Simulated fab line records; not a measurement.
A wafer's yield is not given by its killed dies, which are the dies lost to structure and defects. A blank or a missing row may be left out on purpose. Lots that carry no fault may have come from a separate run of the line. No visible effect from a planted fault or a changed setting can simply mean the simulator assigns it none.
A sampling plan put to the test || flow sky130 || one fab line, 46 faults that these records tell of, each judged on the records of the lots that it struck
Plan = the line's own looks (route steps where a gauge or an inspection reads the wafer without altering it). A look is open to judgement when struck wafers have a number at it and the file gives its usual mean and standard deviation on fault-free wafers. Caught: a look later than the fault's first step finds the struck wafers' mean 4 or more of those standard deviations (sigma) from the usual mean. On the tool: the fault's steps, tested the same way using the tool's own readings. A different recipe on the struck wafers counts as caught too, as does a record blank only for those wafers.

THE FAULTS, as the simulator had put them in
1. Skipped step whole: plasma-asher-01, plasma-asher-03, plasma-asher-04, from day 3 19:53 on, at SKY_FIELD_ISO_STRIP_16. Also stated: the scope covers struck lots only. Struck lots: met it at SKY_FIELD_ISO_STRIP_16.
2. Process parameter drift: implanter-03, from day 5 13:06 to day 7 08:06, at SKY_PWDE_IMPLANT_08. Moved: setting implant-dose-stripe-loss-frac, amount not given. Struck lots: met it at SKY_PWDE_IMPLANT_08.
3. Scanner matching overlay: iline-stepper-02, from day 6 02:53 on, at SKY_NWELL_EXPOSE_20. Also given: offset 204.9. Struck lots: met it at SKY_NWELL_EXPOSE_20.
4. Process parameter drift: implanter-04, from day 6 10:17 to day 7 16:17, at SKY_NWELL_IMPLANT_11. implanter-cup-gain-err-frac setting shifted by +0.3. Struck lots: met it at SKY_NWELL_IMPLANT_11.
5. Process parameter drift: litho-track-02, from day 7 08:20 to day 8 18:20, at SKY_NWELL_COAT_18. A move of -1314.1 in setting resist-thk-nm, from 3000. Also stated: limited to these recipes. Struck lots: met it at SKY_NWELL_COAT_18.
6. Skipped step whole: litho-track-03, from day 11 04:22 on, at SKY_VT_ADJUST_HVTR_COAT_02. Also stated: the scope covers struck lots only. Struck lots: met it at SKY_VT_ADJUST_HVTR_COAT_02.
7. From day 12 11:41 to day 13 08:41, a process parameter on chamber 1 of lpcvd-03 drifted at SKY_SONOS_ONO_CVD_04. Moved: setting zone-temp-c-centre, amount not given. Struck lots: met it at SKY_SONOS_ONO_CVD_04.
8. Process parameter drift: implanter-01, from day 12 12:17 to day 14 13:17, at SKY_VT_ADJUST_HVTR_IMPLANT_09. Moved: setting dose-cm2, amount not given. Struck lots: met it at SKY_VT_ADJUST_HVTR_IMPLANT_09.
9. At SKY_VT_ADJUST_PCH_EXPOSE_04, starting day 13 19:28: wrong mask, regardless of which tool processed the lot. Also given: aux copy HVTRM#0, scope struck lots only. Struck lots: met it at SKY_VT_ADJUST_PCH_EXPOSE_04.
10. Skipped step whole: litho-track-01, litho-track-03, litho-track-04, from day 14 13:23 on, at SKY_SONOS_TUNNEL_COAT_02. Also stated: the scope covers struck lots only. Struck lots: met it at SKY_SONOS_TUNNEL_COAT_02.
11. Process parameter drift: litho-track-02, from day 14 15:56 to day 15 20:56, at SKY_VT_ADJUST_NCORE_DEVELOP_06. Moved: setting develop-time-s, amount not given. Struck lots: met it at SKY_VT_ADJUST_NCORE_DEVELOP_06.
12. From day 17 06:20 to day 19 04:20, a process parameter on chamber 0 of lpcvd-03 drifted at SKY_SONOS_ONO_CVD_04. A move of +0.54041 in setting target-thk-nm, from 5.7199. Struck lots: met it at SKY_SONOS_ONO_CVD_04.
13. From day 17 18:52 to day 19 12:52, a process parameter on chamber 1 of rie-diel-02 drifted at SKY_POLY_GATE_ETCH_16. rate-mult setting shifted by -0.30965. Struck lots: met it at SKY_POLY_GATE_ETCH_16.
14. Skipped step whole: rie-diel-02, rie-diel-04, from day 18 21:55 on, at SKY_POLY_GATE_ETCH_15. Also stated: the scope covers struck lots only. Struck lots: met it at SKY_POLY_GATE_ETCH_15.
15. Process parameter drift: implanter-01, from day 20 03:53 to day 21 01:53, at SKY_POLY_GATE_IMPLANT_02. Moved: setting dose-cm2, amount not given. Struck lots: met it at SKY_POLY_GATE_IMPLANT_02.
16. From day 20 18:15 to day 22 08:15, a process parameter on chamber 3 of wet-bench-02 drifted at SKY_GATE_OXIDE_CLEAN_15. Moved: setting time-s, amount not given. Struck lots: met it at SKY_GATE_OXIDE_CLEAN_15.
17. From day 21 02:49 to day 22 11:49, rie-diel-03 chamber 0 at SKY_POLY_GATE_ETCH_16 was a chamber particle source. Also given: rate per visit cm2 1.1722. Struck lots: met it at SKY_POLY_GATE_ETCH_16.
18. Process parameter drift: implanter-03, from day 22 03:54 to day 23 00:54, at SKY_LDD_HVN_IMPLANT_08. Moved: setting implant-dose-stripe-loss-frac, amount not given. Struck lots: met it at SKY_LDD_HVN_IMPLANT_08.
19. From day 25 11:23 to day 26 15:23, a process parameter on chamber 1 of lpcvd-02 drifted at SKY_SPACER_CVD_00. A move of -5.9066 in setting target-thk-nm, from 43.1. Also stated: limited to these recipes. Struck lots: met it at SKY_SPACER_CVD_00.
20. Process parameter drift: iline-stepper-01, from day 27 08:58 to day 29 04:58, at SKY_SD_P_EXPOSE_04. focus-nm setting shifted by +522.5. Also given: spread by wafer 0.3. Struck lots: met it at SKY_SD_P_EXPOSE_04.
21. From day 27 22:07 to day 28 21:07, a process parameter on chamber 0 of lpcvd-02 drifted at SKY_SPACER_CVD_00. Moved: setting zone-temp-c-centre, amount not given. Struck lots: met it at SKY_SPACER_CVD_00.
22. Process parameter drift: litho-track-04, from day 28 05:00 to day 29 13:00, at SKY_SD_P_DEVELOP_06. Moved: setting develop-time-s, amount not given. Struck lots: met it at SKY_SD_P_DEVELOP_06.
23. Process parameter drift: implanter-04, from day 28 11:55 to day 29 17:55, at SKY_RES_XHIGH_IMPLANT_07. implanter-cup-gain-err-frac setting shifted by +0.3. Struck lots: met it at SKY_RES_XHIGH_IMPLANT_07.
24. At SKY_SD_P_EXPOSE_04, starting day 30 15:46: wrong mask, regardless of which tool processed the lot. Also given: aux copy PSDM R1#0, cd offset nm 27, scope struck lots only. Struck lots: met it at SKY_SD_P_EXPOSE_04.
25. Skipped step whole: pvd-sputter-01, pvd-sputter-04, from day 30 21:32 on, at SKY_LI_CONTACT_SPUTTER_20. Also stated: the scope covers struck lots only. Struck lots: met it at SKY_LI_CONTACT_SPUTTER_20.
26. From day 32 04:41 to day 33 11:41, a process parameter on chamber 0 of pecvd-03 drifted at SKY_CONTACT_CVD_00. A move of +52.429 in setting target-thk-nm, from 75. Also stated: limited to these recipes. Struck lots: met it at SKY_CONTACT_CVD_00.
27. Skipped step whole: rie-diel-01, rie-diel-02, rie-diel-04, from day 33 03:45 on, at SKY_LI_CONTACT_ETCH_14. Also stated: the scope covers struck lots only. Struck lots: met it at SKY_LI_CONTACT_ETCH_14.
28. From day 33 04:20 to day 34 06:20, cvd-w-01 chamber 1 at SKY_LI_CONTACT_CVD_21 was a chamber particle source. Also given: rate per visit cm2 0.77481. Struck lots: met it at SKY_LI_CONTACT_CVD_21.
29. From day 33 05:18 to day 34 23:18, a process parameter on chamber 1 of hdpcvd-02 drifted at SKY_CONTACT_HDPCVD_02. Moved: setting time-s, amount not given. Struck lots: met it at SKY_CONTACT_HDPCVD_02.
30. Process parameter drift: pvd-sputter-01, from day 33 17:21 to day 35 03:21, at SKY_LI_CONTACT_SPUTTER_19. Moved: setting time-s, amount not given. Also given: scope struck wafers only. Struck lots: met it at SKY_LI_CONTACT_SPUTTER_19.
31. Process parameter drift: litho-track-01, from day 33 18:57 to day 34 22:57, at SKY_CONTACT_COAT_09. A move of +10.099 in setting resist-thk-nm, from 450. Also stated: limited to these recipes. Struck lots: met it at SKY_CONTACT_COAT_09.
32. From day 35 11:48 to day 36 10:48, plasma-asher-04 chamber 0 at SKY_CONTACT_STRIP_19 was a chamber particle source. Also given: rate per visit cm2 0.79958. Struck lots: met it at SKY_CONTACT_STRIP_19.
33. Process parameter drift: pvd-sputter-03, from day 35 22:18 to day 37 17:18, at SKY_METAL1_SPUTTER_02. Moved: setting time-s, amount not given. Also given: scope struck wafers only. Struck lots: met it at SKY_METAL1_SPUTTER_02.
34. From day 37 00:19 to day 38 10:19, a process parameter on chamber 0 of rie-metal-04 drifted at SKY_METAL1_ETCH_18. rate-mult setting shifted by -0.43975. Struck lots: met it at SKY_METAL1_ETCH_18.
35. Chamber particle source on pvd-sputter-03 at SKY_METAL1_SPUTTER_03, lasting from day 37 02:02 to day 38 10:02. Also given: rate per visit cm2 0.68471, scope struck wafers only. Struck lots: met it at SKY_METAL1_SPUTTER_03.
36. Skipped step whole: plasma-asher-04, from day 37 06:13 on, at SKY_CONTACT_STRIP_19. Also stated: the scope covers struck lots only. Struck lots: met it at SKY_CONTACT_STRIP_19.
37. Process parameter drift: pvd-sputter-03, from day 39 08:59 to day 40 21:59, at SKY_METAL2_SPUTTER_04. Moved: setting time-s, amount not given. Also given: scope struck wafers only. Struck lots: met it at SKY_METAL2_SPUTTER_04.
38. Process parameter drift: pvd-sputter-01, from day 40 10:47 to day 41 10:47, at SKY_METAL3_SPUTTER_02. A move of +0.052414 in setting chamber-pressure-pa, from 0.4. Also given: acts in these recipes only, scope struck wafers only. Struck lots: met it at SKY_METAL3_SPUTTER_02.
39. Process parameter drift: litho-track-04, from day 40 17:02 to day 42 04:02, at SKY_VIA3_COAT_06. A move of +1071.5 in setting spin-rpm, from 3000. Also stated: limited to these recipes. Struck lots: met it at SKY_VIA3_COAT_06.
40. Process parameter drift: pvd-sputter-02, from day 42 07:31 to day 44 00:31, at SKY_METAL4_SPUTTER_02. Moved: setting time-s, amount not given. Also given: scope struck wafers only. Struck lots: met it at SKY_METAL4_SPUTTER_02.
41. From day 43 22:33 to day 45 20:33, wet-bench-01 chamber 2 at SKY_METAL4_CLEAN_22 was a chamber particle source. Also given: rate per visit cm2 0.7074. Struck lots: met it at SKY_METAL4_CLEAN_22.
42. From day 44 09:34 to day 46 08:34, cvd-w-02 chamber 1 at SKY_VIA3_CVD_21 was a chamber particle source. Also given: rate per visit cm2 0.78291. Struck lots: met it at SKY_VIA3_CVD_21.
43. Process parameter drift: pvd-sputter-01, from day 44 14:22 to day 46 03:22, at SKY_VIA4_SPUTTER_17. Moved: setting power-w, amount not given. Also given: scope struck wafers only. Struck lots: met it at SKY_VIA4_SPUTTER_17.
44. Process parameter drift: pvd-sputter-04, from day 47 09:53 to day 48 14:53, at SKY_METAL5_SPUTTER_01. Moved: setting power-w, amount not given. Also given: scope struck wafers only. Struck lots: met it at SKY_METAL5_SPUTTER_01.
45. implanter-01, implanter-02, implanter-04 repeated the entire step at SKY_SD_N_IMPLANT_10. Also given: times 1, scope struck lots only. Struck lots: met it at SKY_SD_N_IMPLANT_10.
46. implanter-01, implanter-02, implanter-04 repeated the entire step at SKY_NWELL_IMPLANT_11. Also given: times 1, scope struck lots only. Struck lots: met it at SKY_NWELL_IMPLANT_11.

WHAT THE PLAN SAW
{"fault": 1, "on the tool itself": "the tool's record is blank for the struck wafers", "first look that catches it": "no look after it can be judged", "reading, sigma": "-", "median hours from its first step to that look": "-", "hours from the fault's start to the first struck lot there": "-", "judged looks passed uncaught": 0}
{"fault": 2, "on the tool itself": "under 2 sigma", "first look that catches it": "SKY_PWDE_TW_MEAS_10", "reading, sigma": "PWDE_TW -4.4", "median hours from its first step to that look": 0.2, "hours from the fault's start to the first struck lot there": 2, "judged looks passed uncaught": 0}
{"fault": 3, "on the tool itself": "under 2 sigma", "first look that catches it": "SKY_NWELL_OVL_MEAS_23", "reading, sigma": "NWELL_01_OVL +99 or beyond", "median hours from its first step to that look": 9.3, "hours from the fault's start to the first struck lot there": 26, "judged looks passed uncaught": 0}
{"fault": 4, "on the tool itself": "faraday-current-uA +16 sigma", "first look that catches it": "SKY_NWELL_TW_MEAS_15", "reading, sigma": "NWELL_TW -11", "median hours from its first step to that look": 0.5, "hours from the fault's start to the first struck lot there": 10, "judged looks passed uncaught": 0}
{"fault": 5, "on the tool itself": "under 2 sigma", "first look that catches it": "none of the 2 looks that can be judged after it", "reading, sigma": "-", "median hours from its first step to that look": "-", "hours from the fault's start to the first struck lot there": "-", "judged looks passed uncaught": 2}
{"fault": 6, "on the tool itself": "the tool's record is blank for the struck wafers", "first look that catches it": "SKY_VT_ADJUST_PCH_TW_MEAS_10", "reading, sigma": "VT_ADJUST_PCH_TW +62", "median hours from its first step to that look": 37.9, "hours from the fault's start to the first struck lot there": 39, "judged looks passed uncaught": 0}
{"fault": 7, "on the tool itself": "zone-power-centre-pct +38 sigma", "first look that catches it": "no look after it can be judged", "reading, sigma": "-", "median hours from its first step to that look": "-", "hours from the fault's start to the first struck lot there": "-", "judged looks passed uncaught": 0}
{"fault": 8, "on the tool itself": "dose-ions-cm2 +99 or beyond sigma", "first look that catches it": "SKY_VT_ADJUST_HVTR_TW_MEAS_11", "reading, sigma": "VT_ADJUST_HVTR_TW +16", "median hours from its first step to that look": 0.2, "hours from the fault's start to the first struck lot there": 5, "judged looks passed uncaught": 0}
{"fault": 9, "on the tool itself": "under 2 sigma", "first look that catches it": "SKY_VT_ADJUST_PCH_TW_MEAS_10", "reading, sigma": "VT_ADJUST_PCH_TW -86", "median hours from its first step to that look": 13.3, "hours from the fault's start to the first struck lot there": 18, "judged looks passed uncaught": 0}
{"fault": 10, "on the tool itself": "the tool's record is blank for the struck wafers", "first look that catches it": "no look after it can be judged", "reading, sigma": "-", "median hours from its first step to that look": "-", "hours from the fault's start to the first struck lot there": "-", "judged looks passed uncaught": 0}
{"fault": 11, "on the tool itself": "no reading that can be judged", "first look that catches it": "none of the 3 looks that can be judged after it", "reading, sigma": "strongest: cd-nm at SKY_VT_ADJUST_NCORE_CD_MEAS_07, -3.2", "median hours from its first step to that look": "-", "hours from the fault's start to the first struck lot there": "-", "judged looks passed uncaught": 3}
{"fault": 12, "on the tool itself": "no reading that can be judged", "first look that catches it": "none of the 2 looks that can be judged after it", "reading, sigma": "strongest: SONOS_ONO_CVD_04_THK at SKY_SONOS_ONO_THK_MEAS_05, +3.9", "median hours from its first step to that look": "-", "hours from the fault's start to the first struck lot there": "-", "judged looks passed uncaught": 2}
{"fault": 13, "on the tool itself": "under 2 sigma", "first look that catches it": "not the one look that can be judged after it", "reading, sigma": "-", "median hours from its first step to that look": "-", "hours from the fault's start to the first struck lot there": "-", "judged looks passed uncaught": 1}
{"fault": 14, "on the tool itself": "the tool's record is blank for the struck wafers", "first look that catches it": "no look after it can be judged", "reading, sigma": "-", "median hours from its first step to that look": "-", "hours from the fault's start to the first struck lot there": "-", "judged looks passed uncaught": 0}
{"fault": 15, "on the tool itself": "dose-ions-cm2 -99 or beyond sigma", "first look that catches it": "SKY_RES_PROTECT_TW_MEAS_08", "reading, sigma": "POLY_GATE_TW -9.2", "median hours from its first step to that look": 0.2, "hours from the fault's start to the first struck lot there": 6, "judged looks passed uncaught": 0}
{"fault": 16, "on the tool itself": "run-length-s -25 sigma", "first look that catches it": "no look after it can be judged", "reading, sigma": "-", "median hours from its first step to that look": "-", "hours from the fault's start to the first struck lot there": "-", "judged looks passed uncaught": 0}
{"fault": 17, "on the tool itself": "under 2 sigma", "first look that catches it": "no look after it can be judged", "reading, sigma": "-", "median hours from its first step to that look": "-", "hours from the fault's start to the first struck lot there": "-", "judged looks passed uncaught": 0}
{"fault": 18, "on the tool itself": "no reading that can be judged", "first look that catches it": "not the one look that can be judged after it", "reading, sigma": "strongest: LDD_HVN_TW at SKY_LDD_HVN_TW_MEAS_10, -2.5", "median hours from its first step to that look": "-", "hours from the fault's start to the first struck lot there": "-", "judged looks passed uncaught": 1}
{"fault": 19, "on the tool itself": "under 2 sigma", "first look that catches it": "SKY_SPACER_THK_MEAS_01", "reading, sigma": "SPACER_CVD_00_THK -15", "median hours from its first step to that look": 1.2, "hours from the fault's start to the first struck lot there": 9, "judged looks passed uncaught": 0}
{"fault": 20, "on the tool itself": "no reading that can be judged", "first look that catches it": "none of the 3 looks that can be judged after it", "reading, sigma": "strongest: cd-nm at SKY_SD_P_CD_MEAS_07, -3.6", "median hours from its first step to that look": "-", "hours from the fault's start to the first struck lot there": "-", "judged looks passed uncaught": 3}
{"fault": 21, "on the tool itself": "spike-tc-centre-C +8.8 sigma", "first look that catches it": "not the one look that can be judged after it", "reading, sigma": "strongest: SPACER_CVD_00_THK at SKY_SPACER_THK_MEAS_01, +3.8", "median hours from its first step to that look": "-", "hours from the fault's start to the first struck lot there": "-", "judged looks passed uncaught": 1}
{"fault": 22, "on the tool itself": "under 2 sigma", "first look that catches it": "SKY_SD_P_CD_MEAS_07", "reading, sigma": "cd-nm -57", "median hours from its first step to that look": 0.1, "hours from the fault's start to the first struck lot there": 10, "judged looks passed uncaught": 0}
{"fault": 23, "on the tool itself": "faraday-current-uA +5.9 sigma", "first look that catches it": "SKY_RES_XHIGH_TW_MEAS_09", "reading, sigma": "RES_XHIGH_TW -8.1", "median hours from its first step to that look": 0.2, "hours from the fault's start to the first struck lot there": 13, "judged looks passed uncaught": 0}
{"fault": 24, "on the tool itself": "under 2 sigma", "first look that catches it": "SKY_SD_P_CD_MEAS_07", "reading, sigma": "cd-nm +12", "median hours from its first step to that look": 13.8, "hours from the fault's start to the first struck lot there": 19, "judged looks passed uncaught": 0}
{"fault": 25, "on the tool itself": "the tool's record is blank for the struck wafers", "first look that catches it": "no look after it can be judged", "reading, sigma": "-", "median hours from its first step to that look": "-", "hours from the fault's start to the first struck lot there": "-", "judged looks passed uncaught": 0}
{"fault": 26, "on the tool itself": "under 2 sigma", "first look that catches it": "SKY_CONTACT_THK_MEAS_01", "reading, sigma": "CONTACT_CVD_00_THK +48", "median hours from its first step to that look": 0.0, "hours from the fault's start to the first struck lot there": 10, "judged looks passed uncaught": 0}
{"fault": 27, "on the tool itself": "the tool's record is blank for the struck wafers", "first look that catches it": "no look after it can be judged", "reading, sigma": "-", "median hours from its first step to that look": "-", "hours from the fault's start to the first struck lot there": "-", "judged looks passed uncaught": 0}
{"fault": 28, "on the tool itself": "under 2 sigma", "first look that catches it": "not the one look that can be judged after it", "reading, sigma": "-", "median hours from its first step to that look": "-", "hours from the fault's start to the first struck lot there": "-", "judged looks passed uncaught": 1}
{"fault": 29, "on the tool itself": "run-length-s -19 sigma", "first look that catches it": "SKY_CONTACT_THK_MEAS_03", "reading, sigma": "CONTACT_HDPCVD_THK -8.3", "median hours from its first step to that look": 0.1, "hours from the fault's start to the first struck lot there": 5, "judged looks passed uncaught": 0}
{"fault": 30, "on the tool itself": "under 2 sigma", "first look that catches it": "no look after it can be judged", "reading, sigma": "-", "median hours from its first step to that look": "-", "hours from the fault's start to the first struck lot there": "-", "judged looks passed uncaught": 0}
{"fault": 31, "on the tool itself": "no reading that can be judged", "first look that catches it": "not the one look that can be judged after it", "reading, sigma": "-", "median hours from its first step to that look": "-", "hours from the fault's start to the first struck lot there": "-", "judged looks passed uncaught": 1}
{"fault": 32, "on the tool itself": "under 2 sigma", "first look that catches it": "not the one look that can be judged after it", "reading, sigma": "-", "median hours from its first step to that look": "-", "hours from the fault's start to the first struck lot there": "-", "judged looks passed uncaught": 1}
{"fault": 33, "on the tool itself": "under 2 sigma", "first look that catches it": "SKY_METAL1_RS_MEAS_05", "reading, sigma": "METAL1_ALCU_RS +23", "median hours from its first step to that look": 0.1, "hours from the fault's start to the first struck lot there": 22, "judged looks passed uncaught": 0}
{"fault": 34, "on the tool itself": "oes-product-au -26 sigma", "first look that catches it": "no look after it can be judged", "reading, sigma": "-", "median hours from its first step to that look": "-", "hours from the fault's start to the first struck lot there": "-", "judged looks passed uncaught": 0}
{"fault": 35, "on the tool itself": "under 2 sigma", "first look that catches it": "not the one look that can be judged after it", "reading, sigma": "-", "median hours from its first step to that look": "-", "hours from the fault's start to the first struck lot there": "-", "judged looks passed uncaught": 1}
{"fault": 36, "on the tool itself": "the tool's record is blank for the struck wafers", "first look that catches it": "no look after it can be judged", "reading, sigma": "-", "median hours from its first step to that look": "-", "hours from the fault's start to the first struck lot there": "-", "judged looks passed uncaught": 0}
{"fault": 37, "on the tool itself": "under 2 sigma", "first look that catches it": "none of the 4 looks that can be judged after it", "reading, sigma": "strongest: METAL2_ALCU_THK at SKY_METAL2_THK_MEAS_06, -3.5", "median hours from its first step to that look": "-", "hours from the fault's start to the first struck lot there": "-", "judged looks passed uncaught": 4}
{"fault": 38, "on the tool itself": "chamber-pressure-pa +67 sigma", "first look that catches it": "none of the 5 looks that can be judged after it", "reading, sigma": "-", "median hours from its first step to that look": "-", "hours from the fault's start to the first struck lot there": "-", "judged looks passed uncaught": 5}
{"fault": 39, "on the tool itself": "spin-speed-rpm +99 or beyond sigma", "first look that catches it": "no look after it can be judged", "reading, sigma": "-", "median hours from its first step to that look": "-", "hours from the fault's start to the first struck lot there": "-", "judged looks passed uncaught": 0}
{"fault": 40, "on the tool itself": "under 2 sigma", "first look that catches it": "not the one look that can be judged after it", "reading, sigma": "-", "median hours from its first step to that look": "-", "hours from the fault's start to the first struck lot there": "-", "judged looks passed uncaught": 1}
{"fault": 41, "on the tool itself": "no reading that can be judged", "first look that catches it": "no look after it can be judged", "reading, sigma": "-", "median hours from its first step to that look": "-", "hours from the fault's start to the first struck lot there": "-", "judged looks passed uncaught": 0}
{"fault": 42, "on the tool itself": "under 2 sigma", "first look that catches it": "not the one look that can be judged after it", "reading, sigma": "-", "median hours from its first step to that look": "-", "hours from the fault's start to the first struck lot there": "-", "judged looks passed uncaught": 1}
{"fault": 43, "on the tool itself": "cathode-dc-power-W +99 or beyond sigma", "first look that catches it": "no look after it can be judged", "reading, sigma": "-", "median hours from its first step to that look": "-", "hours from the fault's start to the first struck lot there": "-", "judged looks passed uncaught": 0}
{"fault": 44, "on the tool itself": "cathode-dc-power-W +99 or beyond sigma", "first look that catches it": "no look after it can be judged", "reading, sigma": "-", "median hours from its first step to that look": "-", "hours from the fault's start to the first struck lot there": "-", "judged looks passed uncaught": 0}
{"fault": 45, "on the tool itself": "under 2 sigma", "first look that catches it": "SKY_SD_N_RS_MEAS_16", "reading, sigma": "SD_N_RS -13", "median hours from its first step to that look": 0.9, "hours from the fault's start to the first struck lot there": "-", "judged looks passed uncaught": 0}
{"fault": 46, "on the tool itself": "under 2 sigma", "first look that catches it": "SKY_NWELL_TW_MEAS_15", "reading, sigma": "NWELL_TW +34", "median hours from its first step to that look": 0.8, "hours from the fault's start to the first struck lot there": "-", "judged looks passed uncaught": 0}
A dash: the fault is not caught, or the number is missing from these records.

Caught at a look: 16 of 46. Caught on the tool: 20 of 46. By one or the other: 30 of 46.
Faults caught by the tool alone: 1, 7, 10, 14, 16, 21, 25, 27, 34, 36, 38, 39, 43, 44.
Caught at a look alone: faults 2, 3, 9, 19, 22, 24, 26, 33, 45, 46.
Caught by neither: faults 5, 11, 12, 13, 17, 18, 20, 28, 30, 31, 32, 35, 37, 40, 41, 42.

THINNER SAMPLING
Were the look that catches a fault to measure just every second or every third lot (counted by lot number), the first struck lot would, at worst, be measured this late:
{"fault": 2, "struck lots at that look, in order of time": "L778", "every lot": "2 h", "every second lot": "may miss it", "every third lot": "may miss it"}
{"fault": 3, "struck lots at that look, in order of time": "L109, L112", "every lot": "26 h", "every second lot": "43 h", "every third lot": "may miss all 2"}
{"fault": 4, "struck lots at that look, in order of time": "L422, L423", "every lot": "10 h", "every second lot": "15 h", "every third lot": "may miss all 2"}
{"fault": 6, "struck lots at that look, in order of time": "L307, L308, L309", "every lot": "39 h", "every second lot": "53 h", "every third lot": "62 h"}
{"fault": 8, "struck lots at that look, in order of time": "L503, L505", "every lot": "5 h", "every second lot": "may miss all 2", "every third lot": "may miss all 2"}
{"fault": 9, "struck lots at that look, in order of time": "L694", "every lot": "18 h", "every second lot": "may miss it", "every third lot": "may miss it"}
{"fault": 15, "struck lots at that look, in order of time": "L708, L709", "every lot": "6 h", "every second lot": "20 h", "every third lot": "may miss all 2"}
{"fault": 19, "struck lots at that look, in order of time": "L800, L801", "every lot": "9 h", "every second lot": "19 h", "every third lot": "may miss all 2"}
{"fault": 22, "struck lots at that look, in order of time": "L453, L454", "every lot": "10 h", "every second lot": "26 h", "every third lot": "may miss all 2"}
{"fault": 23, "struck lots at that look, in order of time": "L589, L591", "every lot": "13 h", "every second lot": "may miss all 2", "every third lot": "may miss all 2"}
{"fault": 24, "struck lots at that look, in order of time": "L274", "every lot": "19 h", "every second lot": "may miss it", "every third lot": "may miss it"}
{"fault": 26, "struck lots at that look, in order of time": "L455, L458", "every lot": "10 h", "every second lot": "29 h", "every third lot": "may miss all 2"}
{"fault": 29, "struck lots at that look, in order of time": "L831, L833", "every lot": "5 h", "every second lot": "may miss all 2", "every third lot": "may miss all 2"}
{"fault": 33, "struck lots at that look, in order of time": "L867", "every lot": "22 h", "every second lot": "may miss it", "every third lot": "may miss it"}
Hours are from the fault's start to the first struck lot that is measured. The limit of 4 sigma was tested on all struck wafers together, so one lot alone may lie under it. Other struck lots may not be in these records.

THE LONGEST TIMED WAY FROM STEP TO LOOK
For fault 6, SKY_VT_ADJUST_HVTR_COAT_02 and SKY_VT_ADJUST_PCH_TW_MEAS_10 are separated by a median of 37.9 hours. No look between them can be judged.
